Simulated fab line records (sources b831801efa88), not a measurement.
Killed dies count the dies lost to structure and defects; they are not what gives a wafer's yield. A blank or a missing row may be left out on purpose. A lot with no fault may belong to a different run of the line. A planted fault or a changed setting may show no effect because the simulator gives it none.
Problem report, 8D (eight disciplines) form, completed by code + flow gf180mcu + the parts of the form that need people (team, actions taken, sign-off) are left out

## 1. WHAT IS WRONG
Wafers without a fault read 5e+12, standard deviation 5.4e+09; dose ions cm2 at GF_MVSD_IMPLANT_09 reads a mean of 5e+12 on 9 wafers belonging to 3 lots. Measured from the usual mean, that is +37 standard deviations.
First seen on wafer L260.1, day 8 07:56, on implanter-03. The record holds 42 wafers of 14 lots with a number at this step. Rule for "out", or "out of limits": more than 4 standard deviations from the usual mean. The other wafers with a number count as sound.

## 2. WHAT IT IS AND WHAT IT IS NOT
| question                    | is                     | is not                                                                    |
|-----------------------------|------------------------|---------------------------------------------------------------------------|
| which readings at this step | dose ions cm2          | -                                                                         |
| which lots                  | L260, L262, L263       | L244, L245, L248, L249, L250, L251, L252, L253, L254, L264, L267          |
| which wafers of those lots  | all that have a number | -                                                                         |
| read on which tools         | implanter-03           | implanter-01, implanter-04                                                |
| when                        | from day 8 07:56       | up to then (27 sound wafers); but 6 sound wafers of L264, L267 came after |

## 3. WHAT RULES OUT EACH SUSPECT
Counting: a tool at any process step up to the reading remains a suspect when it ran all the lots that are out and ran no sound lot after the first of those.
- rie diel-04 at GF_STI_ETCH_13 (etches the open film in CHF3/O2, stops on Si, target depth 282.31 nm, time 112.9 s): kept. All lots that are out passed through it, beginning with L260 at day 5 14:04, and no sound lot followed; its final sound lot before that point was L254 at day 4 07:01.
- implanter-03 at GF_MVSD_IMPLANT_09: kept. All lots that are out passed through it, beginning with L260 at day 8 07:56, and no sound lot followed; its final sound lot before that point was L253 at day 6 16:43. Out on those wafers are its own readings of dose ions cm2.
Remaining after the count are rie diel-04 at GF_STI_ETCH_13 and implanter-03 at GF_MVSD_IMPLANT_09.

## 4. THE CAUSE (what the simulator had put in)
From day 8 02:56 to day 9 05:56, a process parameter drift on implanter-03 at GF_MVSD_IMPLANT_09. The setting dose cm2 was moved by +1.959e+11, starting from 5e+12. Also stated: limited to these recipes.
This tool is one of the 2 suspects left after counting.

## 5. THE CHAIN OF EFFECTS, in route order
One row per reading whose mean, taken over the struck wafers that have a number, lies over 3 standard deviations from the usual. Only readings for which the record gives a usual standard deviation are gone through. hours: the time from each lot's start at the first step in this table that gives one to its start at this step, as a median over the lots. sigmas: the change in usual standard deviations.
| hours | step               | reading       | usual | on struck wafers | change | sigmas |
|-------|--------------------|---------------|-------|------------------|--------|--------|
| 0     | GF_MVSD_IMPLANT_09 | dose ions cm2 | 5e+12 | 5e+12            | +2e+11 | +37    |
The process steps in it:
- GF_MVSD_IMPLANT_09

## 6. HOW IT WOULD HAVE BEEN CAUGHT EARLIER
The fault began at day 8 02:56; the first out-of-limits reading in this record came at day 8 07:56, 5 hours later.
